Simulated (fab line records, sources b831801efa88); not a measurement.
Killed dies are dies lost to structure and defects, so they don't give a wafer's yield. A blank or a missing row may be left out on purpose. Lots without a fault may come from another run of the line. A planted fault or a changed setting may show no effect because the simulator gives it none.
Which tool did it? | flow sky130 | 14 lots, 42 wafers sampled, at 2 steps of a route of 708

WHAT THE GAUGES READ, wafer by wafer
SKY_SONOS_ONO_THK_MEAS_01. Usual: SONOS_ONO_OXIDATION_THK 2.60 nm, standard deviation 0.049.
lot  | measured     | on            | SONOS_ONO_OXIDATION_THK (nm) | flag
L917 | day 11 07:27 | film_metro-03 | 2.60 2.53 2.63               |
L918 | day 11 16:37 | film_metro-02 | 2.63 2.66 2.61               |
L919 | day 12 04:11 | film_metro-04 | 2.59 2.56 2.64               |
L920 | day 12 09:28 | film_metro-03 | 2.68 2.69 2.72               |
L921 | day 12 12:23 | film_metro-02 | 2.61 2.69 2.62               |
L924 | day 13 11:24 | film_metro-04 | 1.75 1.80 1.80               | OFF
L925 | day 13 21:13 | film_metro-02 | 1.78 1.84 1.90               | OFF
L934 | day 16 22:59 | film_metro-04 | 2.53 2.54 2.61               |
L935 | day 17 03:17 | film_metro-03 | 2.58 2.54 2.58               |
L936 | day 17 20:55 | film_metro-03 | 2.61 2.52 2.56               |
L937 | day 18 06:42 | film_metro-03 | 2.60 2.60 2.62               |
L938 | day 18 14:37 | film_metro-04 | 2.64 2.60 2.59               |
L939 | day 19 08:38 | film_metro-02 | 2.55 2.59 2.62               |
L940 | day 19 23:52 | film_metro-02 | 2.63 2.64 2.68               |

WHICH TOOL RAN EACH LOT (tool, then ch and the chambers of the sampled wafers, then the start)
lot  | SKY_SONOS_ONO_OXIDATION_00
L917 | furnace-01 ch 0, day 11 06:06
L918 | furnace-02 ch 0, day 11 15:16
L919 | furnace-02 ch 0, day 12 02:50
L920 | furnace-01 ch 0, day 12 08:07
L921 | furnace-02 ch 0, day 12 11:02
L924 | furnace-01 ch 0, day 13 10:02
L925 | furnace-01 ch 0, day 13 19:51
L934 | furnace-02 ch 0, day 16 21:38
L935 | furnace-02 ch 0, day 17 01:56
L936 | furnace-01 ch 0, day 17 19:34
L937 | furnace-01 ch 0, day 18 05:20
L938 | furnace-01 ch 0, day 18 13:16
L939 | furnace-01 ch 0, day 19 07:17
L940 | furnace-01 ch 0, day 19 22:31
- SKY_SONOS_ONO_OXIDATION_00: stabilise 600 s, purge 300 s, target thk 2.6 nm.

WHAT THE TOOLS THEMSELVES READ (means of the sampled wafers that have a number; where no wafer has one, the mark that the record gives instead)
SKY_SONOS_ONO_OXIDATION_00. Usual: ramp_down_c_per_min 3.0000, standard deviation 0.00048; ramp_up_c_per_min 10.0000, standard deviation 0.0018; spike_tc_bottom_C 820.5 C, standard deviation 2.1; spike_tc_centre_C 799.1 C, standard deviation 1.2; spike_tc_lower_C 799.7 C, standard deviation 1.4; spike_tc_top_C 814.0 C, standard deviation 2.5; spike_tc_upper_C 801.1 C, standard deviation 0.97; tube_center_temp_C 800 C, standard deviation 0.071; tube_center_temp_C_max 802.0, standard deviation 0.35; zone_power_centre_pct 14.48 %, standard deviation 0.22; zone_power_upper_pct 14.1 %, standard deviation 0.36.
lot  | tool       | ramp_down_c_per_min | ramp_up_c_per_min | spike_tc_bottom_C (C) | spike_tc_centre_C (C) | spike_tc_lower_C (C) | spike_tc_top_C (C) | spike_tc_upper_C (C) | tube_center_temp_C (C) | tube_center_temp_C_max | zone_power_centre_pct (%) | zone_power_upper_pct (%) | flag
L917 | furnace-01 | 2.9998              | 10.0002           | 818.7                 | 799.2                 | 799.0                | 815.8              | 800.2                | 800                    | 802.2                  | 14.29                     | 13.9                     |
L918 | furnace-02 | 3.0004              | 9.9990            | 823.1                 | 798.9                 | 801.2                | 811.9              | 801.4                | 800                    | 802.0                  | 14.69                     | 14.7                     |
L919 | furnace-02 | 3.0001              | 9.9984            | 823.6                 | 798.4                 | 801.3                | 812.5              | 801.8                | 800                    | 802.2                  | 14.78                     | 14.5                     |
L920 | furnace-01 | 2.9998              | 10.0007           | 819.4                 | 799.2                 | 799.9                | 816.0              | 801.0                | 800                    | 801.7                  | 14.39                     | 13.9                     |
L921 | furnace-02 | 3.0002              | 9.9990            | 822.8                 | 798.8                 | 800.1                | 810.7              | 801.0                | 800                    | 801.9                  | 14.65                     | 14.5                     |
L924 | furnace-01 | 3.0002              | 10.0010           | 793.6                 | 773.6                 | 774.7                | 790.4              | 776.1                | 775                    | 776.8                  | 13.52                     | 12.9                     | OFF
L925 | furnace-01 | 3.0001              | 10.0012           | 795.4                 | 773.3                 | 773.3                | 791.5              | 775.7                | 775                    | 776.5                  | 13.56                     | 13.0                     | OFF
L934 | furnace-02 | 3.0005              | 10.0027           | 822.7                 | 798.2                 | 801.0                | 811.9              | 801.3                | 800                    | 802.1                  | 14.74                     | 14.6                     |
L935 | furnace-02 | 3.0000              | 10.0014           | 821.8                 | 798.2                 | 800.8                | 810.5              | 800.6                | 800                    | 802.6                  | 14.62                     | 14.5                     |
L936 | furnace-01 | 2.9996              | 10.0003           | 819.0                 | 800.0                 | 798.2                | 814.8              | 801.3                | 800                    | 801.9                  | 14.24                     | 13.8                     |
L937 | furnace-01 | 3.0002              | 10.0008           | 819.1                 | 800.6                 | 799.5                | 815.3              | 800.5                | 800                    | 801.7                  | 14.41                     | 13.8                     |
L938 | furnace-01 | 3.0003              | 10.0013           | 818.0                 | 800.4                 | 799.5                | 816.4              | 800.6                | 800                    | 802.2                  | 14.48                     | 13.8                     |
L939 | furnace-01 | 3.0002              | 9.9965            | 818.6                 | 800.0                 | 798.9                | 815.5              | 800.7                | 800                    | 802.4                  | 14.26                     | 13.8                     |
L940 | furnace-01 | 2.9995              | 9.9997            | 819.2                 | 799.0                 | 799.1                | 816.1              | 801.4                | 800                    | 801.9                  | 14.48                     | 13.8                     |

THE ANSWER, worked out from the rows above alone
Rule: a lot is off if the mean of its wafers that have a number lies more than 3 standard deviations from the usual mean. A lot without any number at a reading at which 4 lots or more have one is off too. The other lots that the step has rows for count as sound. The gauges are gone through in route order, then the tools' own readings, and for those a lot's mean is taken as printed above. The first step at which some lot is off is used, and at that step the reading that is off furthest; a lot without a number counts as furthest.
Off: L924, L925, at SKY_SONOS_ONO_THK_MEAS_01 (SONOS_ONO_OXIDATION_THK).
A tool fits if, at a process step before that reading, it ran every lot that is off, and no sound lot after the first of them. The gauges at SKY_SONOS_ONO_THK_MEAS_01 aren't tried: what is off there is off at SKY_SONOS_ONO_OXIDATION_00 too, on other tools, and a gauge's error can't cause that. None of those tried fits.

WHAT THE SIMULATOR HAD PUT IN
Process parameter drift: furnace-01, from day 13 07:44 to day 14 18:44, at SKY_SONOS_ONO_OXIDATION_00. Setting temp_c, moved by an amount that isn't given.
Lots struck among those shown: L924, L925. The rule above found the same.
